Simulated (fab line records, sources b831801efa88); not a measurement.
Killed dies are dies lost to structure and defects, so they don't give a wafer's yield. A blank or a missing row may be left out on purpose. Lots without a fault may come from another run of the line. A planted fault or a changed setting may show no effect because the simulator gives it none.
Chamber matching | flow gf180mcu | GF_V1_CMP_26 on cmp-02: 4 sister chambers
The step polishes, stops on SiO2, t overpolish 15 s, target thk 0 nm. 8 wafers are shown with their chamber, then 9 later ones without.

WAFERS WITH THEIR CHAMBER
wafer  | chamber | time_to_endpoint_s (s) | motor_current_A (A)
L084.1 | 3       | 84                     | 11.0
L086.3 | 2       | 90                     | 11.2
L086.5 | 3       | 85                     | 10.3
L087.4 | 1       | 82                     | 12.3
L087.5 | 0       | 86                     | 10.5
L092.4 | 0       | 87                     | 10.9
L092.5 | 1       | 90                     | 11.3
L092.6 | 2       | 91                     | 11.1

WAFERS WITHOUT THEIR CHAMBER
wafer  | time_to_endpoint_s (s) | motor_current_A (A)
L095.1 | 88                     | 11.9
L095.3 | 89                     | 10.3
L095.6 | 87                     | 10.9
L096.1 | 86                     | 11.2
L096.3 | 88                     | 10.7
L096.4 | 84                     | 10.6
L097.1 | 85                     | 11.1
L097.2 | 90                     | 11.1
L097.5 | 82                     | 11.8

WHICH CHAMBER EACH WENT THROUGH
wafer  | from the rows above               | in truth
L095.1 | can't be placed: 1 or 2 or 0      | 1
L095.3 | can't be placed: 0 or 3 or 2      | 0
L095.6 | can't be placed: 0 or 3 or 2 or 1 | 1
L096.1 | can't be placed: 0 or 3 or 1 or 2 | 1
L096.3 | can't be placed: 0 or 3 or 2 or 1 | 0
L096.4 | can't be placed: 3 or 0           | 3
L097.1 | can't be placed: 3 or 0 or 1 or 2 | 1
L097.2 | can't be placed: 2 or 0 or 1 or 3 | 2
L097.5 | can't be placed: 1 or 3 or 0 or 2 | 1
Placed correctly: 0 of 9. Can't be placed from these rows: 9 (the true chamber is among the candidates in 9). Placed wrongly: 0.
How it was worked out, from the rows above alone: a wafer's distance from a chamber is the root of the sum, over the readings, of the square of ((its reading less the chamber's mean) divided by the reading's scatter). The wafer belongs to the nearest chamber; if the next one is less than 2 further off, it can't be placed. A chamber's mean is the mean of its shown wafers. The scatter: the root of (the sum of the squares of (reading less its chamber's mean) over the shown wafers, divided by (wafers less chambers)).
